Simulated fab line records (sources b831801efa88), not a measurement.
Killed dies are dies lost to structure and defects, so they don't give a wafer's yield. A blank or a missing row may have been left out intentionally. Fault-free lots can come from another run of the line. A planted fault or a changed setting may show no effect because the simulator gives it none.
What tool caused it? / flow sky130 / 13 lots with 38 wafers sampled at 3 steps, on a route of 708 steps

WHAT THE GAUGES READ, wafer by wafer
SKY_VT_ADJUST_LVTN_OVL_MEAS_18. Usual: VT_ADJUST_LVTN_01_OVL typically reads -1.2 nm, with standard deviation 1.5.
lot=L748; measured=day 7 20:02; on=overlay-01; VT_ADJUST_LVTN_01_OVL (nm)=-1.9 -1.8 -4.5; flag=
lot=L749; measured=day 8 09:34; on=overlay-02; VT_ADJUST_LVTN_01_OVL (nm)=-0.3 -1.8 -2.0; flag=
lot=L752; measured=day 8 18:11; on=overlay-02; VT_ADJUST_LVTN_01_OVL (nm)=-1.8 -2.5 -1.4; flag=
lot=L753; measured=day 9 08:23; on=overlay-02; VT_ADJUST_LVTN_01_OVL (nm)=-3.0 -0.3 -0.5; flag=
lot=L755; measured=day 9 21:44; on=overlay-02; VT_ADJUST_LVTN_01_OVL (nm)=-2.1 -3.1 -2.3; flag=
lot=L754; measured=day 9 21:50; on=overlay-01; VT_ADJUST_LVTN_01_OVL (nm)=-2.5 -2.4 0.0; flag=
lot=L758; measured=day 10 14:55; on=overlay-01; VT_ADJUST_LVTN_01_OVL (nm)=-0.5 2.2 1.9; flag=
lot=L764; measured=day 12 02:59; on=overlay-01; VT_ADJUST_LVTN_01_OVL (nm)=-0.1 0.3; flag=
lot=L766; measured=day 13 08:48; on=overlay-01; VT_ADJUST_LVTN_01_OVL (nm)=-3.3 -3.2 -1.2; flag=
lot=L768; measured=day 13 11:34; on=overlay-02; VT_ADJUST_LVTN_01_OVL (nm)=-1.8 -0.1 1.3; flag=
lot=L769; measured=day 13 12:45; on=overlay-01; VT_ADJUST_LVTN_01_OVL (nm)=-4.3 -3.7 -2.9; flag=
lot=L770; measured=day 14 01:55; on=overlay-01; VT_ADJUST_LVTN_01_OVL (nm)=-1.0 -0.9 -0.9; flag=
lot=L771; measured=day 14 07:04; on=overlay-01; VT_ADJUST_LVTN_01_OVL (nm)=-2.7 -0.8 -1.1; flag=

SKY_LI_CONTACT_CD_MEAS_12: target cd 170 nm. Usual: cdNm 170.5 nm, standard deviation 1.4.
lot=L748; measured=day 29 04:49; on=cdSem-01; cdNm (nm)=169.7 170.0 169.7; flag=
lot=L749; measured=day 30 00:22; on=cdSem-02; cdNm (nm)=171.8 172.0 170.9; flag=
lot=L752; measured=day 30 11:23; on=cdSem-01; cdNm (nm)=168.4 169.1 167.8; flag=
lot=L753; measured=day 31 03:50; on=cdSem-01; cdNm (nm)=170.3 168.7 169.4; flag=
lot=L755; measured=day 32 00:08; on=cdSem-01; cdNm (nm)=171.4 170.6 169.8; flag=
lot=L754; measured=day 32 04:01; on=cdSem-02; cdNm (nm)=172.2 172.9 171.5; flag=
lot=L758; measured=day 32 18:37; on=cdSem-02; cdNm (nm)=170.8 172.3 171.3; flag=
lot=L764; measured=day 34 11:46; on=cdSem-02; cdNm (nm)=169.1 170.9; flag=
lot=L766; measured=day 35 18:31; on=cdSem-01; cdNm (nm)=172.5 172.0 172.3; flag=
lot=L768; measured=day 35 19:31; on=cdSem-02; cdNm (nm)=171.1 170.4 171.0; flag=
lot=L769; measured=day 35 23:49; on=cdSem-01; cdNm (nm)=169.8 171.3 170.8; flag=
lot=L770; measured=day 36 08:01; on=cdSem-01; cdNm (nm)=171.9 170.7 170.6; flag=
lot=L771; measured=day 36 12:46; on=cdSem-02; cdNm (nm)=170.0 168.9 170.0; flag=

SKY_VIA1_OVL_MEAS_13. Usual: VIA1_OVL typically reads -3 nm, with standard deviation 5.6.
lot=L748; measured=day 34 01:49; on=overlay-02; VIA1_OVL (nm)=-8 6 -7; flag=
lot=L749; measured=day 34 20:27; on=overlay-02; VIA1_OVL (nm)=-5 6 2; flag=
lot=L752; measured=day 35 07:24; on=overlay-02; VIA1_OVL (nm)=-9 -13 -2; flag=
lot=L753; measured=day 35 20:42; on=overlay-02; VIA1_OVL (nm)=2 4 -1; flag=
lot=L755; measured=day 36 17:37; on=overlay-02; VIA1_OVL (nm)=-8 -10 -9; flag=
lot=L754; measured=day 36 20:22; on=overlay-02; VIA1_OVL (nm)=1 -4 6; flag=
lot=L758; measured=day 37 10:13; on=overlay-02; VIA1_OVL (nm)=1 4 2; flag=
lot=L764; measured=day 39 02:22; on=overlay-01; VIA1_OVL (nm)=3 -5; flag=
lot=L766; measured=day 40 06:36; on=overlay-01; VIA1_OVL (nm)=-1 6 -2; flag=
lot=L768; measured=day 40 08:29; on=overlay-02; VIA1_OVL (nm)=2 6 3; flag=
lot=L769; measured=day 40 13:25; on=overlay-02; VIA1_OVL (nm)=-1 3 -12; flag=
lot=L770; measured=day 40 19:35; on=overlay-01; VIA1_OVL (nm)=-2 -4 0; flag=
lot=L771; measured=day 41 01:08; on=overlay-01; VIA1_OVL (nm)=-7 -6 -6; flag=

WHAT TOOL EACH LOT RAN ON (gives the tool, then ch and the chambers of the sampled wafers, and finally the start)
The record shows no process step preceding these readings.

WHAT THE TOOLS THEMSELVES READ (means of the sampled wafers that have a number; where no wafer has one, the mark that the record gives instead)
The record holds no such reading with a usual standard deviation.

THE ANSWER, worked out from the rows above alone
Rule: a lot is off if the mean of its wafers that have a number lies more than 3 standard deviations from the usual mean. A lot without any number at a reading at which 4 lots or more have one is off too. All remaining lots with rows at the step are treated as sound. First the gauges in route order, then the tools' own readings, where a lot's mean is used as printed above. At the first step where some lot is off, the reading lying furthest off is the one used; lots without a number count as furthest.
Across all readings shown, no lot is off: no conclusion can be drawn from this.

WHAT THE SIMULATOR PUT IN
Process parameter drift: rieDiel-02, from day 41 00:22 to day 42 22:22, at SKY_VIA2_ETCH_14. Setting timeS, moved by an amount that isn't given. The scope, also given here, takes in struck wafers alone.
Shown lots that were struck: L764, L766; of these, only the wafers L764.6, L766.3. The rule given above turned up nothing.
